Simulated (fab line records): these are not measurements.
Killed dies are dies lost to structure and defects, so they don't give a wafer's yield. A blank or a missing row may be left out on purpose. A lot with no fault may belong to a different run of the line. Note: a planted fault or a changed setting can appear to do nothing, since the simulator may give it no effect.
A struck lot beside a sound one / flow sky130 / 17 out of 708 route steps
Sound: wafers L358.3, L358.5, L358.6. Wafers struck: L348.1, L348.2, L348.5. The cause comes at the end.
Each step with rows lists, per side, the tool, then ch with its chambers, then its first start. Under that, the readings that differ: sound wafers / struck wafers / difference of the means / sigmas: that difference in standard deviations of wafers without a fault.
alike: a reading whose means differ by less than 2 such deviations, as well as words and numbers matching on both sides. not compared: withheld readings; readings where some wafer has no value; bounds like >300 that might hide an equal value; numbers whose values overlap and for which the record gives no deviation.
The two part at a step that has a row with sigmas, a row that says differs or no value, or rows on one side only. Non-overlapping numbers with no deviation appear without sigmas and do not part them. A reading missing from all wafers of one side parts the sides only when that side holds two or more wafers.

first, 5 steps without rows for these wafers: SKY_SD_N_COAT_02 (resist thk 1140 nm); SKY_SD_N_SOFTBAKE_03 (time 60 s); SKY_SD_N_EXPOSE_04 (exposes mask NSDM, target cd 380 nm); SKY_SD_N_PEB_05; SKY_SD_N_DEVELOP_06 (develop time 60 s).
SKY_SD_N_CD_MEAS_07: target cd 380 nm.
  struck on cd-sem-02, day 30 08:16; sound on cd-sem-02, day 34 09:48
  alike: cd-nm
SKY_SD_N_OVL_MEAS_08:
  struck on overlay-02, day 30 08:23; sound on overlay-01, day 34 09:53
reading=SD_N_OVL (nm); sound=2.2 2.6 2.4; struck=-0.7 -0.5 -1.5; difference=-3.3; sigmas=-2
then, 2 steps without rows for these wafers: SKY_SD_N_IMPLANT_09; SKY_SD_N_IMPLANT_10.
SKY_SD_N_STRIP_11: strips in O2/N2.
  sound on plasma-asher-01 ch 0,1, day 34 10:15; struck on plasma-asher-03 ch 0,1, day 30 08:43
  alike: drypump-motor-current-A, oes-product-au, strip-time-to-endpoint-s
  not compared: rf-hours-counter-h
SKY_SD_N_TW_MEAS_12:
  struck on film-metro-04, day 30 08:49; sound on film-metro-02, day 34 10:20
reading=SD_N_TW; sound=3946 3943 3938; struck=4092 4123 4113; difference=+167; sigmas=+2
then, 1 step without rows for these wafers: SKY_SD_N_CLEAN_13 (cleans in SC1/SC2, time 150 s).
SKY_SD_N_RTA_14: time 2 s.
  sound on rtp-anneal-02 ch 0, day 34 10:27; struck on rtp-anneal-01 ch 0, day 30 08:55
reading=lamp-power-pct (%); sound=15.72 15.72 15.72; struck=14.78 14.96 14.92; difference=-0.83; sigmas=-15
reading=wafer_temp_C_max; sound=1079.3 1077.2 1078.4; struck=1045.1 1043.7 1044.6; difference=-33.8; sigmas=-28
SKY_SD_N_RS_MEAS_16: measures by four-point-probe.
  struck on film-metro-01, day 30 09:06; sound on film-metro-02, day 34 10:38
reading=SD_N_RS (ohm/sq); sound=68.60 68.71 68.51; struck=73.18 73.33 73.40; difference=+4.70; sigmas=+39
SKY_SD_N_RS_MEAS_17: measures by four-point-probe.
  struck on film-metro-01, day 30 09:13; sound on film-metro-02, day 34 10:46
reading=SD_P_RS (ohm/sq); sound=148.2 148.1 147.7; struck=177.5 177.4 177.7; difference=+29.5; sigmas=+80
SKY_SD_N_RS_MEAS_18: measures by four-point-probe.
  struck on film-metro-01, day 30 09:20; sound on film-metro-02, day 34 10:53
  alike: RES_XHIGH_RS
-- record jumps: 17 days separate the struck wafers' starts on either side; left off in module SD_N, taken up again in module PAD_OPEN, whose first shown step is the route's number 708 --
SKY_PAD_OPEN_PROBE_99:
  struck on prober-01, day 47 18:10; sound on prober-02, day 50 12:10
reading=model.etest.res-xhigh-po.line-ohm-um; sound=5650 5576 5570; struck=7785 7990 7994; difference=+2324; sigmas=
reading=model.etest.res-xhigh-po.rs-ohm-sq; sound=1982 1950 1953; struck=2745 2744 2868; difference=+824; sigmas=
reading=model.etest.pfet_01v8.r-on-ohm-um; sound=2942 2854 2918; struck=3336 3270 3426; difference=+439; sigmas=
reading=model.etest.tip-p.rs-ohm-sq; sound=6840 6838 6838; struck=7390 7352 7395; difference=+540; sigmas=
reading=model.etest.res-pdiff.line-ohm-um; sound=1362 1360 1366; struck=1709 1687 1672; difference=+327; sigmas=
reading=model.etest.res-high-po.line-ohm-um; sound=745.4 733.8 723.7; struck=973.2 989.6 965.7; difference=+241.9; sigmas=
reading=model.etest.licon-high-po.rc-ohm; sound=342.4 336.1 318.4; struck=533.7 566.5 562.8; difference=+222.0; sigmas=
reading=model.etest.pfet-g5v0d10v5.r-on-ohm-um; sound=4773 4732 4735; struck=5085 4967 5048; difference=+287; sigmas=

== WHERE THEY PART ==
At SKY_SD_N_OVL_MEAS_08 first; at SKY_SD_N_RS_MEAS_17 last (within this record only). Later steps at which nothing parts them and some readings are alike: SKY_SD_N_RS_MEAS_18.

WHY: what had been put in by the simulator
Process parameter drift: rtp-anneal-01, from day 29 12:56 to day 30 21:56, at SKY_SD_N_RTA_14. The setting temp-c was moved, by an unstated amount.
